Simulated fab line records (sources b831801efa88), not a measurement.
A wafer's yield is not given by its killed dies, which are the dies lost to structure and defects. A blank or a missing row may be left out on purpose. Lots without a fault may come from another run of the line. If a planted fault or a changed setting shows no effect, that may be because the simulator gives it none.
A lot that was struck, set against a sound lot    flow sky130    45 out of 708 route steps
Sound: the wafers L923.2, L923.4, L923.6. Struck: wafer L929.1. (L929.3 of the same lot was not struck and is left out.) The cause comes at the end.
For every step that has rows: the tool of each side, followed by ch and its chambers, followed by its first start. Under that, the readings that differ: sound wafers    struck wafers    difference of the means    sigmas: that difference in standard deviations of wafers without a fault.
alike: readings whose means differ by less than 2 such deviations, and words and numbers that are the same on both sides. not compared: withheld readings, readings that some wafer has no value for, bounds like >300 that may hide the same value, and numbers for which the record gives no deviation and whose values overlap.
Wherever a step has rows on one side only, a row that says differs or no value, or a row with sigmas, the two part there. When numbers do not overlap yet have no deviation, they are printed without sigmas and do not part them. Lack of a reading on every wafer of one side parts them only where that side has two or more wafers.

SKY_VT_ADJUST_HVTR_OVL_MEAS_08:
  sound on overlay-02 at day 9 10:40; struck on overlay-02 at day 11 06:03
  alike: VT_ADJUST_HVTR_OVL
then, 1 step without rows for these wafers: SKY_VT_ADJUST_HVTR_IMPLANT_09.
SKY_VT_ADJUST_HVTR_STRIP_10: strips in O2/N2.
  sound on plasma_asher-01 ch 0, day 9 10:51; struck on plasma_asher-02 ch 0, day 11 06:14
  alike: drypump_motor_current_A, n2_flow_sccm, oes_product_au, strip_time_to_endpoint_s
  not compared: rf_hours_counter_h
SKY_VT_ADJUST_HVTR_TW_MEAS_11:
  sound on film_metro-01 at day 9 10:58; struck on film_metro-01 at day 11 06:20
  alike: VT_ADJUST_HVTR_TW
then, 7 steps without rows for these wafers: SKY_VT_ADJUST_PCH_DEHYDRATE_00 (time 60 s); SKY_VT_ADJUST_PCH_HMDS_01 (prime time 60 s); SKY_VT_ADJUST_PCH_COAT_02 (resist thk 3000 nm); SKY_VT_ADJUST_PCH_SOFTBAKE_03; SKY_VT_ADJUST_PCH_EXPOSE_04 (exposes mask NWM, target cd 840 nm); SKY_VT_ADJUST_PCH_PEB_05; SKY_VT_ADJUST_PCH_DEVELOP_06 (develop time 60 s).
SKY_VT_ADJUST_PCH_OVL_MEAS_07:
  sound on overlay-02 at day 10 09:03; struck on overlay-02 at day 12 06:00
  alike: VT_ADJUST_PCH_OVL
SKY_VT_ADJUST_PCH_IMPLANT_08:
  sound on implanter-03 ch 0, day 10 09:07; struck on implanter-03 ch 0, day 12 06:02
SKY_VT_ADJUST_PCH_STRIP_09: strips in O2/N2.
  sound on plasma_asher-03 ch 0,1, day 10 09:14; struck on plasma_asher-03 ch 1, day 12 06:11
  alike: drypump_motor_current_A, n2_flow_sccm, oes_product_au, strip_time_to_endpoint_s
  not compared: rf_hours_counter_h
SKY_VT_ADJUST_PCH_TW_MEAS_10:
  sound on film_metro-03 at day 10 09:20; struck on film_metro-03 at day 12 06:17
  alike: VT_ADJUST_PCH_TW
then, 7 steps without rows for these wafers: SKY_SONOS_TUNNEL_DEHYDRATE_00 (time 60 s); SKY_SONOS_TUNNEL_HMDS_01 (prime time 60 s); SKY_SONOS_TUNNEL_COAT_02 (resist thk 1140 nm); SKY_SONOS_TUNNEL_SOFTBAKE_03 (time 60 s); SKY_SONOS_TUNNEL_EXPOSE_04 (exposes mask TUNM, target cd 410 nm); SKY_SONOS_TUNNEL_PEB_05; SKY_SONOS_TUNNEL_DEVELOP_06 (develop time 60 s).
SKY_SONOS_TUNNEL_CD_MEAS_07 targets a cd of 410 nm.
  sound on cd_sem-02 at day 11 08:57; struck on cd_sem-02 at day 13 04:29
reading     sound              struck  difference  sigmas
cd_nm (nm)  410.1 408.1 409.1  413.8   +4.7        +2
SKY_SONOS_TUNNEL_OVL_MEAS_08:
  sound on overlay-02 at day 11 09:03; struck on overlay-01 at day 13 04:36
  alike: SONOS_TUNNEL_OVL
then, 3 steps without rows for these wafers: SKY_SONOS_TUNNEL_IMPLANT_09; SKY_SONOS_TUNNEL_WET_ETCH_10 (etches SiO2 in dHF, target depth 14 nm, time 280 s); SKY_SONOS_TUNNEL_STRIP_11 (strips in SPM, time 600 s).
SKY_SONOS_TUNNEL_TW_MEAS_12:
  sound on film_metro-03 at day 11 09:30; struck on film_metro-04 at day 13 05:03
  alike: SONOS_TUNNEL_TW
then, 2 steps without rows for these wafers: SKY_SONOS_TUNNEL_CLEAN_13 (cleans in dHF, time 20 s); SKY_SONOS_ONO_OXIDATION_00 (stabilise 600 s, purge 300 s, target thk 2.6 nm).
SKY_SONOS_ONO_THK_MEAS_01:
  sound on film_metro-04 at day 11 11:17; struck on film_metro-04 at day 13 07:22
  alike: SONOS_ONO_OXIDATION_THK
then, 1 step without rows for these wafers: SKY_SONOS_ONO_CVD_02 (deposits Si3N4 from DCS/NH3, target thk 10.5 nm, time 180 s).
SKY_SONOS_ONO_THK_MEAS_03:
  sound on film_metro-04 at day 11 13:31; struck on film_metro-04 at day 13 16:10
  alike: SONOS_ONO_CVD_02_THK
then, 1 step without rows for these wafers: SKY_SONOS_ONO_CVD_04 (deposits SiO2 from SiH4/N2O, target thk 5.7199 nm).
SKY_SONOS_ONO_THK_MEAS_05:
  sound on film_metro-04 at day 11 14:50; struck on film_metro-01 at day 13 18:41
  alike: SONOS_ONO_CVD_04_THK
then, 7 steps without rows for these wafers: SKY_SONOS_ONO_DEHYDRATE_06 (time 60 s); SKY_SONOS_ONO_HMDS_07 (prime time 60 s); SKY_SONOS_ONO_COAT_08 (resist thk 1140 nm); SKY_SONOS_ONO_SOFTBAKE_09 (time 60 s); SKY_SONOS_ONO_EXPOSE_10 (exposes mask ONOM, target cd 410 nm); SKY_SONOS_ONO_PEB_11; SKY_SONOS_ONO_DEVELOP_12 (develop time 60 s).
-- the record jumps here: 22 days lie between the struck wafers' starts before and after (it left off in module SONOS_ONO and takes up again in module VIA1, whose first step shown is number 480 of the route) --
SKY_VIA1_RS_MEAS_22: the measuring method here is four-point-probe.
  sound on film_metro-02 at day 33 11:43; struck on film_metro-01 at day 36 06:25
  alike: VIA1_W_RS
  not compared: hold
SKY_VIA1_THK_MEAS_23: measures by xrf.
  sound on film_metro-02 at day 33 11:50; struck on film_metro-01 at day 36 08:48
  alike: VIA1_W_THK
  not compared: hold
-- the record jumps here: 11 days lie between the struck wafers' starts before and after (it left off in module VIA1 and takes up again in module PAD_OPEN, whose first step shown is number 708 of the route) --
SKY_PAD_OPEN_PROBE_99:
  sound on prober-01 at day 45 08:15; struck on prober-02 at day 47 14:41
reading                                sound                    struck  difference  sigmas
model.etest.pfet_g5v0d10v5.vt_v_range  0.03081 0.03228 0.04202  0.0771  +0.0421     
  alike: killed_at_M0_to_M3, killed_at_M4_up, killed_at_contacts, killed_at_front_end, killed_at_other, killed_dies, killed_open, killed_short

## WHERE THEY PART
SKY_SONOS_TUNNEL_CD_MEAS_07 only, going by this record. Later steps at which nothing parts them and some readings are alike: SKY_SONOS_TUNNEL_OVL_MEAS_08, SKY_SONOS_TUNNEL_TW_MEAS_12, SKY_SONOS_ONO_THK_MEAS_01, SKY_SONOS_ONO_THK_MEAS_03, SKY_SONOS_ONO_THK_MEAS_05, SKY_VIA1_RS_MEAS_22, SKY_VIA1_THK_MEAS_23, SKY_PAD_OPEN_PROBE_99.

WHY: the cause the simulator had injected
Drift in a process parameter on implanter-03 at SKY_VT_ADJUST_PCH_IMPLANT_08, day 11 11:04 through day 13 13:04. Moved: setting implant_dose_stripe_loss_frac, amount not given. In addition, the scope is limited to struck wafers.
